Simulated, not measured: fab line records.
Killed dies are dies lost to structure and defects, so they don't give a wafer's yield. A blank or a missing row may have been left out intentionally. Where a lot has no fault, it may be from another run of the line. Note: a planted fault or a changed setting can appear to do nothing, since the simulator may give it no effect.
Which tool was responsible? + flow gf180mcu + 21 wafers from 7 lots sampled at 2 of the route's 602 steps

WHAT THE GAUGES READ, wafer by wafer
GF_HV_LDD_THK_MEAS_57.
| lot  | measured     | on            | HV_LDD_CVD_56_THK (nm) |
|------|--------------|---------------|------------------------|
| L311 | day 12 22:30 | film_metro-01 | 89.9 90.3 89.5         |
| L313 | day 13 19:17 | film_metro-02 | 88.9 89.2 88.8         |
| L319 | day 15 09:51 | film_metro-01 | 89.5 88.8 89.1         |
| L323 | day 16 19:48 | film_metro-02 | 88.5 89.9 89.6         |
| L325 | day 17 11:25 | film_metro-01 | 91.5 91.4 91.3         |
| L328 | day 19 01:05 | film_metro-02 | 89.9 90.4 89.4         |
| L333 | day 20 08:11 | film_metro-02 | 89.7 90.8 90.1         |

WHICH TOOL RAN EACH LOT (tool, then ch and the chambers of the sampled wafers, then the start)
| lot  | GF_MVSD_DEVELOP_06                |
|------|-----------------------------------|
| L311 | litho_track-04 ch 0, day 4 17:00  |
| L313 | litho_track-02 ch 0, day 5 04:00  |
| L319 | litho_track-04, day 6 13:00       |
| L323 | litho_track-02 ch 0, day 7 13:00  |
| L325 | litho_track-02 ch 0, day 7 23:00  |
| L328 | litho_track-02 ch 0, day 9 00:00  |
| L333 | litho_track-04 ch 0, day 10 00:00 |
- GF_MVSD_DEVELOP_06: develop time 61.22 s.

THE ANSWER, worked out from the rows above alone
Rule: the lots themselves supply what counts as usual. The widest of any qualifying gaps counts: lots, ordered by their means at a reading, are off when they make up no more than a third of the lots, leave a main group of 4 or more, and stand apart from it by 3 or more times the standard deviation of that group's means. The tables above print the reading to a certain number of digits; a main group whose means all agree to those digits is not used. A lot without any number at a reading at which 4 lots or more have one is off too. All remaining lots with rows at the step are treated as sound.
None of the lots is off at any reading shown; this tells nothing.

WHAT THE SIMULATOR HAD PUT IN
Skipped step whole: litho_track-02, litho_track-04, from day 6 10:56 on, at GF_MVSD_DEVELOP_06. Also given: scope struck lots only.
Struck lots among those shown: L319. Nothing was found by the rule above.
